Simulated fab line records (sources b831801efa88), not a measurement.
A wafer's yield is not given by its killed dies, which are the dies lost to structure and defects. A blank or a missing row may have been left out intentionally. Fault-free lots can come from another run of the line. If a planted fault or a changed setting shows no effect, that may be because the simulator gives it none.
2 desks looking at one fault | flow gf180mcu | each desk holds nothing but its own numbers, with what lay behind them at the end

== THE TOOL OWNER'S DESK: furnace-01 ==
The tool's own readings at GF_DUAL_GATE_OXIDATION_15 (stabilise 600 s, purge 300 s, target thk 7.098 nm): means of the sampled wafers that have a number, for each lot that ran on this tool. Any lot whose mean is over 4 standard deviations away from the usual mean is out of limits and marked OUT; that distance is given in the brackets.
Columns: A = ox_temp_c_max at GF_DUAL_GATE_OXIDATION_15, usual 854.5; B = tube_center_temp_C at GF_DUAL_GATE_OXIDATION_15, usual 850 C; C = zone_power_top_pct at GF_DUAL_GATE_OXIDATION_15, usual 27.8 %
lot  | first seen here | A     | B   | C
L977 | day 9 11:35     | 855.4 | 850 | 26.7
L980 | day 10 13:08    | 855.6 | 850 | 26.8
L982 | day 10 19:52    | 855.7 | 850 | 26.8
L990 | day 13 05:48    | 855.8 | 850 | 26.6
L992 | day 13 23:41    | 855.9 | 850 | 26.9
Result from this desk: across the 5 lots, nothing is out of limits.

== METROLOGY DESK ==
Lot by lot, what the gauges showed, no matter which tool ran the lot: averages of those sampled wafers that carry a number. Any lot whose mean is over 4 standard deviations away from the usual mean is out of limits and marked OUT; that distance is given in the brackets.
Columns: A = DUAL_GATE_OXIDATION_00_THK at GF_DUAL_GATE_THK_MEAS_03, usual 10.82 nm; B = DUAL_GATE_OVL at GF_DUAL_GATE_OVL_MEAS_11, usual 1.2 nm
lot  | first seen here | A     | B
L977 | day 8 13:53     | 10.78 | 2.8
L980 | day 9 15:50     | 10.80 | 0.3
L982 | day 9 23:21     | 10.78 | 1.0
L986 | day 11 09:32    | 10.56 | 0.5
L990 | day 12 09:31    | 10.75 | 1.5
L992 | day 13 02:34    | 11.26 | -0.6
Result from this desk: across the 6 lots, nothing is out of limits.

== TAKEN TOGETHER ==
Nothing out of limits was seen by the tool owner's desk.
At the metrology desk, nothing out of limits was observed.

== WHAT WAS PUT IN BY THE SIMULATOR ==
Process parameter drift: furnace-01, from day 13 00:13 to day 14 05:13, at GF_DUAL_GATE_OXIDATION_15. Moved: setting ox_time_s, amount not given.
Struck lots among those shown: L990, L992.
